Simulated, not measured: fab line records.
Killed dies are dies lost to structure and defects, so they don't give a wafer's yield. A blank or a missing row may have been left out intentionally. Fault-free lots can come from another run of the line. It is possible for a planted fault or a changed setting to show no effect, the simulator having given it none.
fab line records	flow sky130
[record] lots = 13	wafers = 38	lastDay = 50
route steps=708 shown FIELD_ISO@31 LI_CONTACT@378 METAL1@451 VIA1@460
lots untouched by any fault: they come from a run of this same line in which no faults occurred
startH: start of the lot's first displayed wafer, in hours after the record's first day	waitH: how many hours have passed since the lot's step before this one	" repeats the value in the row above	L1.1+2: a row that stands for several wafers	- no value, or no start given	* or withheld: withheld	< > ~ a bound
route shown NAME@n: a module of which the file shows steps, and the number in the route of the first	usual: mean and standard deviation over wafers with no fault	same: alike in all rows	chamber/n: place in a boat	sites: per-site readings	_std_site: the values' standard deviation	_edge_site: mean of outer sites minus mean of inner sites	radiusMm: how far each site lies from the wafer's centre	mask NAME#n: copy n	behind: the tool/chamber that last shaped the wafer	hold: the reason the lot was held/the length of the hold in hours/how it ended	device: the n, p or np transistor that did not switch	end of line: the route-end tests of the same wafers	step lacking rows: just its recipe	killed: count of dies lost to structure and defects at first sort (not the wafer's yield)	map: shows each die of a wafer: x if killed, . if not, _ if none is there
set.NAME: setting as actually run; set.NAME@STEP: the setting as run at that earlier step	model.NAME: the simulator's own value behind a step, which no gauge read
a sample of lots followed through the steps of the route, with each step as a table and each wafer as a row
services: the hour from which a tool's chamber was out of use, counted from the record's first day as startH (under 0 if before that day), plus the number of hours and why
[[steps]]
[step SKY_FIELD_ISO_WET_ETCH_30]
[recipe] chemistry = dHF	targetDepthNm = 25	target = SiO2	dilution = 10:1	tempC = 25	timeS = 50
[usual] bathHeatDutyPct = 6.0/0.59	tempC = 25.00/0.12
lot.wafer	tool	chamber	startH	waitH	bathHeatDutyPct	tempC
L556.4	wetBench-01	2	50.14	0.0	5.8	24.88
L556.5	"	2	"	"	6.4	24.99
L556.6	"	2	"	"	7.1	25.01
L557.3	wetBench-01	1	51.27	0.0	5.4	24.89
L557.5	"	1	"	"	5.6	24.75
L557.6	"	1	"	"	5.4	24.77
L558.1	wetBench-02	1	58.03	0.0	7.2	25.03
L558.2	"	1	"	"	6.5	25.00
L558.3	"	1	"	"	7.0	25.21
L559.1	wetBench-02	1	61.39	0.0	5.6	24.89
L559.3	"	1	"	"	5.8	25.02
L559.6	"	1	"	"	6.8	24.86
L560.3	wetBench-01	0	67.89	0.0	6.7	24.91
L560.4	"	0	"	"	6.3	24.86
L560.6	"	0	"	"	6.9	25.02
L561.1	wetBench-03	2	72.10	0.0	6.0	25.10
L561.3	"	2	"	"	6.5	25.07
L561.6	"	2	"	"	6.4	25.10
L563.4	wetBench-02	1	81.53	0.0	5.8	25.03
L563.5	"	1	"	"	6.3	25.13
L563.6	"	1	"	"	6.6	25.18
L568.4	wetBench-01	1	110.68	0.0	26.5	41.84
L568.5	"	1	"	"	25.1	41.88
L568.6	"	1	"	"	26.1	42.03
L571.1	wetBench-02	3	122.82	0.0	5.4	25.17
L571.2	"	3	"	"	5.9	25.04
L571.3	"	3	"	"	6.3	24.96
L572.2	wetBench-03	1	129.42	0.0	6.6	25.20
L572.5	"	1	"	"	6.7	25.24
L573.1	wetBench-02	2	133.93	0.0	5.9	25.12
L573.3	"	2	"	"	5.6	24.78
L573.5	"	2	"	"	7.0	24.97
L576.1	wetBench-02	0	148.93	0.0	6.8	25.04
L576.4	"	0	"	"	5.3	24.88
L576.5	"	0	"	"	6.5	24.86
L577.1	wetBench-03	2	161.00	0.0	5.3	24.90
L577.2	"	2	"	"	5.5	24.95
L577.4	"	2	"	"	5.9	24.86
[step SKY_LI_CONTACT_STRIP_16]
[recipe] chemistry = O2/N2	powerW = 1400	pressureMtorr = 1500	platenTempC = withheld	o2FlowSccm = 3000	n2FlowSccm = 300	overashFraction = 0.5
[usual] drypumpMotorCurrentA = 5.9/0.46	oesProductAu = 0.374/0.0045	stripTimeToEndpointS = 3.47/0.045
lot.wafer	tool	chamber	startH	waitH	drypumpMotorCurrentA	oesProductAu	rfHoursCounterH	stripTimeToEndpointS
L556.4	plasmaAsher-03	1	699.80	-	5.1	0.385	-	3.46
L556.5	"	1	"	"	5.1	0.366	-	3.47
L556.6	"	0	"	"	6.1	0.371	-	3.41
L557.3	plasmaAsher-04	0	702.58	-	5.7	0.374	-	3.44
L557.5	"	0	"	"	5.8	0.368	-	3.44
L557.6	"	1	"	"	6.1	0.374	-	3.56
L558.1	plasmaAsher-01	0	710.65	-	6.6	0.365	61	3.52
L558.2	"	1	"	"	5.5	0.377	61	3.49
L558.3	"	1	"	"	5.5	0.373	-	3.48
L559.1	plasmaAsher-04	0	721.25	-	5.8	0.376	106	3.44
L559.3	"	1	"	"	6.1	0.372	-	3.42
L559.6	"	1	"	"	6.1	0.370	-	3.40
L560.3	plasmaAsher-01	0	728.60	-	6.6	0.382	-	3.55
L560.4	"	1	"	"	5.4	0.374	-	3.45
L560.6	"	0	"	"	6.6	0.372	-	3.39
L561.1	plasmaAsher-01	0	737.40	-	6.6	0.374	64	3.41
L561.3	"	0	"	"	6.6	0.376	-	3.41
L561.6	"	1	"	"	5.5	0.367	-	3.37
L563.4	plasmaAsher-04	1	754.09	-	6.1	0.378	-	3.50
L563.5	"	1	"	"	6.1	0.379	-	3.43
L563.6	"	0	"	"	5.7	0.372	-	3.48
L568.4	plasmaAsher-04	0	793.69	-	5.8	0.368	-	3.49
L568.5	"	1	"	"	6.1	0.369	-	3.50
L568.6	"	0	"	"	5.8	0.372	-	3.52
L573.1	plasmaAsher-03	0	844.81	-	6.1	0.376	100	3.53
L573.3	"	1	"	"	5.1	0.371	-	3.49
L573.5	"	0	"	"	6.1	0.373	-	3.47
L571.1	plasmaAsher-04	0	847.16	-	5.7	0.379	11	3.53
L571.2	"	1	"	"	6.1	0.375	11	3.43
L571.3	"	0	"	"	5.8	0.376	-	3.43
L572.2	plasmaAsher-04	0	849.86	-	5.7	0.373	11	3.45
L572.5	"	1	"	"	6.1	0.371	-	3.50
L576.1	plasmaAsher-01	1	850.35	-	5.5	0.375	75	3.45
L576.4	"	0	"	"	6.6	0.368	-	3.47
L576.5	"	1	"	"	5.4	0.368	-	3.49
L577.1	plasmaAsher-01	0	857.51	-	6.6	0.381	76	3.46
L577.2	"	1	"	"	5.5	0.373	76	3.50
L577.4	"	1	"	"	5.5	0.378	-	3.46
[step SKY_METAL1_DESCUM_17]
[recipe] chemistry = O2	sourcePowerW = 150	biasPowerW = 0	pressureMtorr = 10	tempC = 40	timeS = 8
[usual] drypumpMotorCurrentA = 5.4/0.56	oesProductAu = 0.997/0.014	tempC = 40.00/0.12
lot.wafer	tool	chamber	startH	waitH	drypumpMotorCurrentA	oesProductAu	rfHoursCounterH	tempC
L556.4	rieMetal-04	1	785.19	0.0	5.9	1.000	-	40.18
L556.5	"	0	"	"	6.0	1.003	-	39.97
L556.6	"	1	"	"	5.9	1.008	-	40.22
L557.3	rieMetal-04	0	787.03	0.0	6.0	1.015	-	40.17
L557.5	"	1	"	"	5.9	0.995	-	39.98
L557.6	"	0	"	"	6.0	1.016	-	40.00
L558.1	rieMetal-04	0	795.97	0.0	6.0	1.012	6	40.04
L558.2	"	1	"	"	5.9	1.007	16	39.83
L558.3	"	0	"	"	6.0	1.013	-	40.07
L559.1	rieMetal-04	1	805.78	0.0	5.9	1.007	16	39.96
L559.3	"	0	"	"	6.0	1.012	-	39.92
L559.6	"	1	"	"	5.9	1.008	-	39.82
L560.3	rieMetal-02	1	812.16	0.0	6.3	0.978	-	39.83
L560.4	"	0	"	"	4.7	0.984	-	40.11
L560.6	"	0	"	"	4.7	0.978	-	39.98
L561.1	rieMetal-03	0	821.68	0.0	5.0	0.975	14	40.01
L561.3	"	0	"	"	5.0	0.971	-	39.97
L561.6	"	0	"	"	5.0	0.980	-	39.96
L563.4	rieMetal-03	1	838.54	0.0	5.3	0.991	-	40.05
L563.5	"	0	"	"	5.0	0.977	-	39.94
L563.6	"	1	"	"	5.3	1.002	-	39.90
L568.4	rieMetal-03	1	875.95	0.0	5.3	1.019	-	39.91
L568.5	"	1	"	"	5.3	1.014	-	39.93
L568.6	"	1	"	"	5.3	1.014	-	39.92
L573.1	rieMetal-02	0	924.12	0.0	4.8	0.993	11	39.87
L573.3	"	1	"	"	6.3	0.998	-	40.06
L573.5	"	1	"	"	6.3	1.005	-	39.86
L571.1	rieMetal-03	0	928.00	0.0	5.0	0.976	2	40.01
L571.2	"	1	"	"	5.3	1.005	5	39.86
L571.3	"	0	"	"	5.0	0.969	-	39.94
L572.2	rieMetal-03	0	930.20	0.0	5.0	0.992	2	40.03
L572.5	"	0	"	"	5.0	0.967	-	40.30
L576.1	rieMetal-03	0	930.93	0.0	5.0	0.985	2	39.85
L576.4	"	0	"	"	5.0	0.984	-	39.83
L576.5	"	1	"	"	5.3	1.014	-	40.03
L577.1	rieMetal-04	0	937.20	0.0	6.1	0.998	15	40.07
L577.2	"	1	"	"	5.8	1.018	2	39.95
L577.4	"	1	"	"	5.9	1.017	-	39.77
[step SKY_VIA1_CMP_02]
[recipe] material = SiO2	downForcePsi = 4	platenRpm = 60	padVelocityMS = 0.94248
[usual] motorCurrentA = 12.4/1.1	slurryFilterDpKPa = 13.49/0.13
lot.wafer	tool	chamber	startH	waitH	motorCurrentA	slurryFilterDpKPa
L556.4	cmp-02	1	786.36	0.2	12.0	13.44
L556.5	"	2	"	"	10.5	13.44
L556.6	"	3	"	"	11.6	13.72
L557.3	cmp-01	3	788.06	0.1	10.8	13.78
L557.6	"	2	"	"	11.7	13.42
L557.5	"	3	"	"	12.6	13.46
L558.3	cmp-01	2	797.01	0.1	10.8	13.63
L558.1	"	3	"	"	11.3	13.67
L558.2	"	0	"	"	14.3	13.50
L559.3	cmp-02	2	806.83	0.1	10.9	13.21
L559.1	"	0	"	"	12.3	13.34
L559.6	"	2	"	"	11.9	13.37
L560.3	cmp-02	3	813.11	0.0	11.9	13.46
L560.4	"	0	"	"	12.5	13.46
L560.6	"	3	"	"	12.4	13.52
L561.1	cmp-01	2	822.87	0.1	11.7	13.20
L561.3	"	3	"	"	12.0	13.44
L561.6	"	2	"	"	11.2	13.49
L563.4	cmp-01	1	839.53	0.1	14.2	13.60
L563.6	"	0	"	"	14.4	13.65
L563.5	"	1	"	"	14.1	13.41
L568.4	cmp-02	3	877.13	0.1	12.2	13.25
L568.6	"	2	"	"	11.1	13.57
L568.5	"	3	"	"	11.8	13.54
L573.3	cmp-02	1	925.07	0.0	11.9	13.51
L573.1	"	2	"	"	11.4	13.53
L573.5	"	2	"	"	11.6	13.40
L571.2	cmp-01	2	929.04	0.1	11.2	13.34
L571.1	"	3	"	"	11.7	13.35
L571.3	"	1	"	"	13.6	13.59
L572.2	cmp-02	3	931.28	0.1	11.9	13.47
L572.5	"	1	"	"	12.7	13.37
L576.1	cmp-02	1	931.97	0.1	11.7	13.66
L576.4	"	2	"	"	11.2	13.42
L576.5	"	1	"	"	12.0	13.38
L577.2	cmp-01	1	938.15	0.0	14.5	13.45
L577.4	"	2	"	"	11.7	13.42
L577.1	"	0	"	"	14.1	13.53
[[services]]
tool	chamber	startH	hours	kind
cmp-02	-	34.66	1.0	repair
cmp-02	-	37.40	2.5	repair
cmp-02	-	45.02	3.9	pm
cmp-02	-	51.10	0.5	repair
cmp-02	-	53.30	2.6	repair
cmp-02	-	64.00	4.0	pm
cmp-02	-	71.39	0.4	repair
cmp-01	-	75.04	4.0	repair
cmp-01	-	116.72	0.9	repair
cmp-01	-	119.73	2.8	repair
cmp-02	-	123.69	2.6	repair
cmp-02	-	152.89	1.1	repair
cmp-02	-	191.83	0.8	repair
cmp-02	-	273.90	4.7	pm
cmp-02	-	334.90	1.3	repair
cmp-02	-	347.96	15.2	repair
cmp-02	-	352.95	0.3	repair
cmp-02	-	400.55	1.9	repair
cmp-02	-	404.03	4.0	pm
cmp-02	-	545.77	2.4	repair
cmp-02	-	642.90	8.0	pm
cmp-02	-	701.06	6.2	pm
cmp-02	-	744.03	4.0	pm
cmp-02	-	802.99	1.9	repair
[[key]]
[firstSign] step = SKY_FIELD_ISO_WET_ETCH_30	reading = tempC	direction = up	sigmas = 99+	usual = *	struck = *
[effect] step = SKY_FIELD_ISO_WET_ETCH_30	reading = bathHeatDutyPct	direction = up	sigmas = 34	usual = 6.0	struck = 25.9
metAt SKY_FIELD_ISO_WET_ETCH_30
struckLots L568
struckWafers L568.4,L568.5,L568.6
testerLeftOut L568
notActingAt SKY_LI_CONTACT_STRIP_16,SKY_METAL1_DESCUM_17,SKY_VIA1_CMP_02
onsetBetween 51.27 110.68
[fault] kind = processParameterDrift	tool = wetBench-01	chamber = 1	onsetH = 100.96	steps = SKY_FIELD_ISO_WET_ETCH_30	channel = tempC	offset = *	shape = step	endH = 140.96	actsIn = *	stated = *
// testerLeftOut: of these lots the tester's yield and bins aren't shown, on N5 and GAA mostly nor the transistor test; their killed dies are dies lost to structure and defects alone, not to doping, threshold or leakage, so they don't give the yield
